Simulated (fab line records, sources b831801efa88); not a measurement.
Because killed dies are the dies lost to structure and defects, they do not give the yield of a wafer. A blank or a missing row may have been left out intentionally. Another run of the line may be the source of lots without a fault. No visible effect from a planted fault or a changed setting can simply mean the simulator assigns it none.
fab line records + flow sky130
record
- lots=13
- wafers=39
- last_day=50
route steps=708 shown VT_ADJUST_PCH@152 SONOS_TUNNEL@162 LDD_HVN@275 POLY_CUT@316
lots untouched by any fault: they come from a run of this same line in which no faults occurred
start_h: hours from the record's first day to the start of the lot's first wafer shown + wait_h: hours since the lot's step before + " repeats the value in the row above + L1.1+2: one row covering several wafers at once + - either no value or no given start + * or withheld: withheld + < > ~ a bound
route shown NAME@n: NAME is a module with steps in the file, n the number in the route of the first one + usual: mean/standard deviation taken from wafers without a fault + same: alike in all rows + chamber/n: place in a boat + sites: the reading at each site + _std_site: the standard deviation of these + _edge_site: the outer-site mean with the inner-site mean subtracted + radius_mm: how far each site lies from the wafer's centre + mask NAME#n: copy n + behind: tool/chamber where the wafer was last shaped + hold: what put the lot on hold/how long, in hours/how the hold closed + device: the n, p or np transistor that did not switch + end of line: tests of these same wafers at the route's end + a step with no rows: only its recipe + killed: at the first sort, the dies lost to defects and structure; wafer yield is something else + map: the dies of a wafer, with x for killed, . for not killed, _ for no die there
set.NAME: setting as actually run; set.NAME@STEP: the setting as run at that earlier step + model.NAME: the simulator's own value behind a step, which no gauge read
route steps across a sampled set of lots; one table per step, one row per wafer
services: a tool's chamber out of use, with start hour (start_h, from the record's first day; less than 0 if before it), hours out, and reason
## steps
# step SKY_VT_ADJUST_PCH_STRIP_09
# recipe
- chemistry=O2/N2
- power_w=1400
- pressure_mtorr=1500
- platen_temp_c=withheld
- o2_flow_sccm=3000
- n2_flow_sccm=300
- overash_fraction=0.5
# usual
- drypump_motor_current_A=5.72/0.18
- oes_product_au=0.722/0.0044
- strip_time_to_endpoint_s=36.93/0.11
| lot.wafer | tool            | chamber | start_h | wait_h | drypump_motor_current_A | oes_product_au | rf_hours_counter_h | strip_time_to_endpoint_s |
|-----------|-----------------|---------|---------|--------|-------------------------|----------------|--------------------|--------------------------|
| L971.2    | plasma_asher-02 | 0       | 231.91  | 0.1    | 5.60                    | 0.718          | 11                 | 37.04                    |
| L971.3    | "               | 1       | "       | "      | 5.84                    | 0.726          | -                  | 37.00                    |
| L971.4    | "               | 0       | "       | "      | 5.60                    | 0.722          | -                  | 36.89                    |
| L974.1    | plasma_asher-03 | 0       | 248.21  | 0.1    | 5.83                    | 0.724          | 58                 | 36.94                    |
| L974.2    | "               | 1       | "       | "      | 5.41                    | 0.712          | 58                 | 36.88                    |
| L974.5    | "               | 1       | "       | "      | 5.44                    | 0.726          | -                  | 36.95                    |
| L976.2    | plasma_asher-02 | 1       | 264.86  | 0.1    | 5.88                    | 0.727          | 14                 | 37.01                    |
| L976.3    | "               | 0       | "       | "      | 5.62                    | 0.722          | -                  | 37.05                    |
| L976.6    | "               | 1       | "       | "      | 5.88                    | 0.722          | -                  | 37.00                    |
| L977.1    | plasma_asher-03 | 0       | 274.86  | 0.1    | 5.88                    | 0.724          | 61                 | 36.83                    |
| L977.3    | "               | 0       | "       | "      | 5.85                    | 0.716          | -                  | 36.85                    |
| L977.6    | "               | 0       | "       | "      | 5.87                    | 0.722          | -                  | 36.92                    |
| L978.4    | plasma_asher-04 | 0       | 278.34  | 0.1    | 5.74                    | 0.721          | -                  | 36.89                    |
| L978.5    | "               | 1       | "       | "      | 5.88                    | 0.722          | -                  | 36.78                    |
| L978.6    | "               | 0       | "       | "      | 5.74                    | 0.719          | -                  | 36.82                    |
| L980.1    | plasma_asher-02 | 0       | 293.86  | 0.1    | 5.63                    | 0.725          | 17                 | 36.79                    |
| L980.2    | "               | 1       | "       | "      | 5.87                    | 0.723          | 17                 | 36.86                    |
| L980.3    | "               | 0       | "       | "      | 5.61                    | 0.726          | -                  | 36.84                    |
| L982.1    | plasma_asher-03 | 1       | 305.76  | 0.1    | 5.40                    | 0.726          | 64                 | 36.84                    |
| L982.2    | "               | 0       | "       | "      | 5.83                    | 0.725          | 64                 | 36.94                    |
| L982.5    | "               | 0       | "       | "      | 5.84                    | 0.722          | -                  | 36.98                    |
| L983.1    | plasma_asher-04 | 1       | 317.41  | 0.1    | 5.85                    | 0.722          | 47                 | 36.89                    |
| L983.2    | "               | 0       | "       | "      | 5.75                    | 0.710          | 47                 | 36.65                    |
| L983.5    | "               | 1       | "       | "      | 5.85                    | 0.719          | -                  | 36.80                    |
| L990.1    | plasma_asher-03 | 1       | 367.70  | 0.1    | 5.42                    | 0.726          | 70                 | 36.90                    |
| L990.4    | "               | 1       | "       | "      | 5.41                    | 0.722          | -                  | 36.83                    |
| L990.6    | "               | 0       | "       | "      | 5.85                    | 0.722          | -                  | 37.02                    |
| L989.1    | plasma_asher-04 | 1       | 368.95  | 0.1    | 5.86                    | 0.712          | 52                 | 36.93                    |
| L989.4    | "               | 0       | "       | "      | 5.74                    | 0.718          | -                  | 36.86                    |
| L989.5    | "               | 0       | "       | "      | 5.73                    | 0.721          | -                  | 36.89                    |
| L991.1    | plasma_asher-04 | 1       | 379.80  | 0.1    | 5.84                    | 0.731          | 53                 | 36.88                    |
| L991.3    | "               | 1       | "       | "      | 5.85                    | 0.719          | -                  | 36.96                    |
| L991.4    | "               | 0       | "       | "      | 5.74                    | 0.724          | -                  | 36.97                    |
| L992.1    | plasma_asher-04 | 1       | 392.18  | 0.1    | 5.85                    | 0.716          | 54                 | 37.01                    |
| L992.3    | "               | 0       | "       | "      | 5.75                    | 0.719          | -                  | 37.03                    |
| L992.6    | "               | 0       | "       | "      | 5.74                    | 0.723          | -                  | 36.92                    |
| L993.1    | plasma_asher-03 | 1       | 406.21  | 0.1    | 5.33                    | 0.722          | 73                 | 37.10                    |
| L993.2    | "               | 0       | "       | "      | 5.86                    | 0.724          | 73                 | 36.92                    |
| L993.3    | "               | 0       | "       | "      | 5.85                    | 0.718          | -                  | 37.01                    |
# step SKY_SONOS_TUNNEL_OVL_MEAS_08
# usual
- SONOS_TUNNEL_OVL=0.2/1.3
| lot.wafer | tool       | chamber | start_h | wait_h | SONOS_TUNNEL_OVL[nm] |
|-----------|------------|---------|---------|--------|----------------------|
| L971.2    | overlay-01 | -       | 255.56  | 0.1    | -0.8                 |
| L971.3    | "          | -       | "       | "      | -0.3                 |
| L971.4    | "          | -       | "       | "      | 1.8                  |
| L974.1    | overlay-02 | -       | 272.19  | 0.1    | 3.6                  |
| L974.2    | "          | -       | "       | "      | 3.2                  |
| L974.5    | "          | -       | "       | "      | 2.5                  |
| L976.2    | overlay-02 | -       | 289.00  | 0.1    | -1.2                 |
| L976.3    | "          | -       | "       | "      | -1.0                 |
| L976.6    | "          | -       | "       | "      | 0.1                  |
| L977.1    | overlay-02 | -       | 298.99  | 0.1    | -1.6                 |
| L977.3    | "          | -       | "       | "      | -2.0                 |
| L977.6    | "          | -       | "       | "      | -0.9                 |
| L978.4    | overlay-01 | -       | 302.76  | 0.1    | -0.2                 |
| L978.5    | "          | -       | "       | "      | -2.0                 |
| L978.6    | "          | -       | "       | "      | 2.1                  |
| L980.1    | overlay-02 | -       | 318.24  | 0.1    | 0.9                  |
| L980.2    | "          | -       | "       | "      | 0.5                  |
| L980.3    | "          | -       | "       | "      | -0.7                 |
| L982.1    | overlay-01 | -       | 331.54  | 0.1    | -0.8                 |
| L982.2    | "          | -       | "       | "      | -0.8                 |
| L982.5    | "          | -       | "       | "      | -2.5                 |
| L983.1    | overlay-01 | -       | 344.14  | 0.1    | -0.1                 |
| L983.2    | "          | -       | "       | "      | -0.2                 |
| L983.5    | "          | -       | "       | "      | 0.6                  |
| L990.1    | overlay-01 | -       | 396.74  | 0.1    | -0.4                 |
| L990.4    | "          | -       | "       | "      | -2.4                 |
| L990.6    | "          | -       | "       | "      | -3.1                 |
| L989.1    | overlay-02 | -       | 398.29  | 0.1    | -0.4                 |
| L989.4    | "          | -       | "       | "      | -0.7                 |
| L989.5    | "          | -       | "       | "      | -0.3                 |
| L991.1    | overlay-01 | -       | 408.04  | 0.1    | 0.5                  |
| L991.3    | "          | -       | "       | "      | 0.8                  |
| L991.4    | "          | -       | "       | "      | 1.9                  |
| L992.1    | overlay-02 | -       | 423.04  | 0.1    | 1.8                  |
| L992.3    | "          | -       | "       | "      | 0.1                  |
| L992.6    | "          | -       | "       | "      | 1.8                  |
| L993.1    | overlay-02 | -       | 437.14  | 0.1    | -0.5                 |
| L993.2    | "          | -       | "       | "      | 1.1                  |
| L993.3    | "          | -       | "       | "      | 0.6                  |
# step SKY_LDD_HVN_IMPLANT_08
# recipe
- species=P
- energy_kev=60
- dose_cm2=3e+13
- tilt_deg=40
# usual
- beam_energy_keV=59.998/0.016
| lot.wafer | tool         | chamber | start_h | wait_h | beam_energy_keV |
|-----------|--------------|---------|---------|--------|-----------------|
| L971.2    | implanter-01 | 0       | 481.93  | 0.0    | 59.997          |
| L971.3    | "            | 0       | "       | "      | 59.993          |
| L971.4    | "            | 0       | "       | "      | 59.993          |
| L974.1    | implanter-04 | 0       | 497.66  | 0.0    | 60.016          |
| L974.2    | "            | 0       | "       | "      | 60.008          |
| L974.5    | "            | 0       | "       | "      | 59.984          |
| L976.2    | implanter-04 | 0       | 513.98  | 0.0    | 59.968          |
| L976.3    | "            | 0       | "       | "      | 60.003          |
| L976.6    | "            | 0       | "       | "      | 60.012          |
| L977.1    | implanter-04 | 0       | 524.91  | 0.0    | 60.008          |
| L977.3    | "            | 0       | "       | "      | 60.005          |
| L977.6    | "            | 0       | "       | "      | 60.009          |
| L978.4    | implanter-02 | 0       | 529.83  | 0.1    | 59.997          |
| L978.5    | "            | 0       | "       | "      | 59.974          |
| L978.6    | "            | 0       | "       | "      | 59.975          |
| L980.1    | implanter-02 | 0       | 546.91  | 0.0    | 59.978          |
| L980.2    | "            | 0       | "       | "      | 59.995          |
| L980.3    | "            | 0       | "       | "      | 59.974          |
| L982.1    | implanter-04 | 0       | 564.40  | 0.0    | 60.017          |
| L982.2    | "            | 0       | "       | "      | 59.987          |
| L982.5    | "            | 0       | "       | "      | 60.002          |
| L983.1    | implanter-02 | 0       | 571.36  | 0.0    | 59.997          |
| L983.2    | "            | 0       | "       | "      | 60.022          |
| L983.5    | "            | 0       | "       | "      | 59.985          |
| L990.1    | implanter-02 | 0       | 623.20  | 0.0    | 73.850          |
| L990.4    | "            | 0       | "       | "      | 73.831          |
| L990.6    | "            | 0       | "       | "      | 73.819          |
| L989.1    | implanter-02 | 0       | 625.66  | 0.0    | 73.821          |
| L989.4    | "            | 0       | "       | "      | 73.828          |
| L989.5    | "            | 0       | "       | "      | 73.830          |
| L991.1    | implanter-01 | 0       | 633.75  | 0.0    | 59.978          |
| L991.3    | "            | 0       | "       | "      | 59.975          |
| L991.4    | "            | 0       | "       | "      | 59.978          |
| L992.1    | implanter-04 | 0       | 651.50  | 0.0    | 59.993          |
| L992.3    | "            | 0       | "       | "      | 60.029          |
| L992.6    | "            | 0       | "       | "      | 60.029          |
| L993.1    | implanter-01 | 0       | 659.80  | 0.0    | 59.985          |
| L993.2    | "            | 0       | "       | "      | 60.017          |
| L993.3    | "            | 0       | "       | "      | 59.996          |
# step SKY_LDD_HVN_TW_MEAS_10
# usual
- LDD_HVN_TW=1453/12
| lot.wafer | tool          | chamber | start_h | wait_h | LDD_HVN_TW |
|-----------|---------------|---------|---------|--------|------------|
| L971.2    | film_metro-02 | -       | 482.17  | 0.1    | 1457       |
| L971.3    | "             | -       | "       | "      | 1461       |
| L971.4    | "             | -       | "       | "      | 1467       |
| L974.1    | film_metro-01 | -       | 497.91  | 0.1    | 1458       |
| L974.2    | "             | -       | "       | "      | 1445       |
| L974.5    | "             | -       | "       | "      | 1451       |
| L976.2    | film_metro-03 | -       | 514.21  | 0.1    | 1437       |
| L976.3    | "             | -       | "       | "      | 1434       |
| L976.6    | "             | -       | "       | "      | 1430       |
| L977.1    | film_metro-01 | -       | 525.16  | 0.1    | 1459       |
| L977.3    | "             | -       | "       | "      | 1468       |
| L977.6    | "             | -       | "       | "      | 1453       |
| L978.4    | film_metro-02 | -       | 530.03  | 0.1    | 1465       |
| L978.5    | "             | -       | "       | "      | 1456       |
| L978.6    | "             | -       | "       | "      | 1470       |
| L980.1    | film_metro-03 | -       | 547.16  | 0.1    | 1438       |
| L980.2    | "             | -       | "       | "      | 1438       |
| L980.3    | "             | -       | "       | "      | 1441       |
| L982.1    | film_metro-01 | -       | 564.65  | 0.1    | 1444       |
| L982.2    | "             | -       | "       | "      | 1446       |
| L982.5    | "             | -       | "       | "      | 1452       |
| L983.1    | film_metro-02 | -       | 571.61  | 0.1    | 1461       |
| L983.2    | "             | -       | "       | "      | 1471       |
| L983.5    | "             | -       | "       | "      | 1463       |
| L990.1    | film_metro-01 | -       | 623.45  | 0.1    | 1532       |
| L990.4    | "             | -       | "       | "      | 1529       |
| L990.6    | "             | -       | "       | "      | 1525       |
| L989.1    | film_metro-03 | -       | 625.91  | 0.1    | 1508       |
| L989.4    | "             | -       | "       | "      | 1503       |
| L989.5    | "             | -       | "       | "      | 1508       |
| L991.1    | film_metro-02 | -       | 634.00  | 0.1    | 1472       |
| L991.3    | "             | -       | "       | "      | 1456       |
| L991.4    | "             | -       | "       | "      | 1463       |
| L992.1    | film_metro-01 | -       | 651.75  | 0.1    | 1453       |
| L992.3    | "             | -       | "       | "      | 1449       |
| L992.6    | "             | -       | "       | "      | 1448       |
| L993.1    | film_metro-01 | -       | 660.05  | 0.1    | 1460       |
| L993.2    | "             | -       | "       | "      | 1454       |
| L993.3    | "             | -       | "       | "      | 1454       |
# step SKY_POLY_CUT_OVL_MEAS_09
# usual
- POLY_CUT_OVL=-6/5
| lot.wafer | tool       | chamber | start_h | wait_h | POLY_CUT_OVL[nm] |
|-----------|------------|---------|---------|--------|------------------|
| L971.2    | overlay-02 | -       | 577.59  | 0.1    | 5                |
| L971.3    | "          | -       | "       | "      | 3                |
| L971.4    | "          | -       | "       | "      | 11               |
| L974.1    | overlay-02 | -       | 591.31  | 0.1    | -11              |
| L974.2    | "          | -       | "       | "      | -4               |
| L974.5    | "          | -       | "       | "      | -8               |
| L976.2    | overlay-01 | -       | 607.22  | 0.1    | -7               |
| L976.3    | "          | -       | "       | "      | -7               |
| L976.6    | "          | -       | "       | "      | -12              |
| L977.1    | overlay-02 | -       | 617.24  | 0.1    | -13              |
| L977.3    | "          | -       | "       | "      | -2               |
| L977.6    | "          | -       | "       | "      | -16              |
| L978.4    | overlay-01 | -       | 620.82  | 0.1    | -2               |
| L978.5    | "          | -       | "       | "      | -4               |
| L978.6    | "          | -       | "       | "      | -2               |
| L980.1    | overlay-01 | -       | 638.64  | 0.1    | -16              |
| L980.2    | "          | -       | "       | "      | -13              |
| L980.3    | "          | -       | "       | "      | -18              |
| L982.1    | overlay-02 | -       | 655.49  | 0.1    | -2               |
| L982.2    | "          | -       | "       | "      | 1                |
| L982.5    | "          | -       | "       | "      | 0                |
| L983.1    | overlay-02 | -       | 662.54  | 0.1    | -9               |
| L983.2    | "          | -       | "       | "      | -13              |
| L983.5    | "          | -       | "       | "      | -9               |
| L990.1    | overlay-02 | -       | 710.01  | 0.1    | -7               |
| L990.4    | "          | -       | "       | "      | -5               |
| L990.6    | "          | -       | "       | "      | -2               |
| L989.1    | overlay-01 | -       | 714.19  | 0.1    | -8               |
| L989.4    | "          | -       | "       | "      | -12              |
| L989.5    | "          | -       | "       | "      | -14              |
| L991.1    | overlay-02 | -       | 720.90  | 0.1    | -3               |
| L991.3    | "          | -       | "       | "      | -1               |
| L991.4    | "          | -       | "       | "      | -5               |
| L992.1    | overlay-02 | -       | 736.34  | 0.1    | -4               |
| L992.3    | "          | -       | "       | "      | -2               |
| L992.6    | "          | -       | "       | "      | -3               |
| L993.1    | overlay-01 | -       | 745.32  | 0.1    | -5               |
| L993.2    | "          | -       | "       | "      | -4               |
| L993.3    | "          | -       | "       | "      | -3               |
## services
| tool            | chamber | start_h | hours | kind   |
|-----------------|---------|---------|-------|--------|
| implanter-04    | -       | 220.61  | 4.6   | pm     |
| implanter-02    | -       | 235.14  | 2.8   | pm     |
| implanter-02    | -       | 283.90  | 5.3   | repair |
| plasma_asher-04 | -       | 284.23  | 1.8   | repair |
| plasma_asher-02 | -       | 312.04  | 15.6  | pm     |
| implanter-01    | -       | 326.69  | 1.7   | repair |
| plasma_asher-02 | -       | 359.09  | 2.8   | pm     |
| implanter-01    | -       | 359.51  | 7.2   | pm     |
| implanter-04    | -       | 387.66  | 5.3   | pm     |
| implanter-02    | -       | 408.50  | 8.2   | repair |
| implanter-01    | -       | 409.69  | 1.7   | repair |
| implanter-01    | -       | 431.53  | 6.0   | repair |
| implanter-01    | -       | 433.84  | 0.5   | repair |
| implanter-02    | -       | 437.82  | 5.7   | repair |
| implanter-02    | -       | 465.11  | 9.3   | repair |
| plasma_asher-03 | -       | 473.34  | 3.1   | repair |
| implanter-02    | -       | 475.94  | 5.6   | pm     |
| implanter-04    | -       | 492.69  | 3.7   | repair |
| plasma_asher-03 | -       | 496.19  | 4.5   | repair |
| implanter-02    | -       | 571.51  | 3.1   | pm     |
| implanter-04    | -       | 603.27  | 1.2   | repair |
| implanter-04    | -       | 623.74  | 2.3   | repair |
| implanter-02    | -       | 633.17  | 2.0   | repair |
| implanter-02    | -       | 633.83  | 3.8   | repair |
## key
first_sign
- step=SKY_LDD_HVN_IMPLANT_08
- reading=beam_energy_keV
- direction=up
- sigmas=99+
- usual=*
- struck=*
effect
- step=SKY_LDD_HVN_TW_MEAS_10
- reading=LDD_HVN_TW
- direction=up
- sigmas=5.6
- usual=1453
- struck=1518
met_at SKY_LDD_HVN_IMPLANT_08
struck_lots L989,L990
tester_left_out L989,L990
not_acting_at SKY_VT_ADJUST_PCH_STRIP_09,SKY_SONOS_TUNNEL_OVL_MEAS_08,SKY_POLY_CUT_OVL_MEAS_09
onset_between 571.36 623.20
fault
- kind=process_parameter_drift
- tool=implanter-02
- chamber=-
- onset_h=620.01
- steps=SKY_LDD_HVN_IMPLANT_08
- channel=energy_kev
- offset=*
- shape=step
- end_h=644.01
- acts_in=*
- stated=*
# tester_left_out: of these lots the tester's yield and bins aren't shown, on N5 and GAA mostly nor the transistor test; their killed dies are dies lost to structure and defects alone, not to doping, threshold or leakage, so they don't give the yield
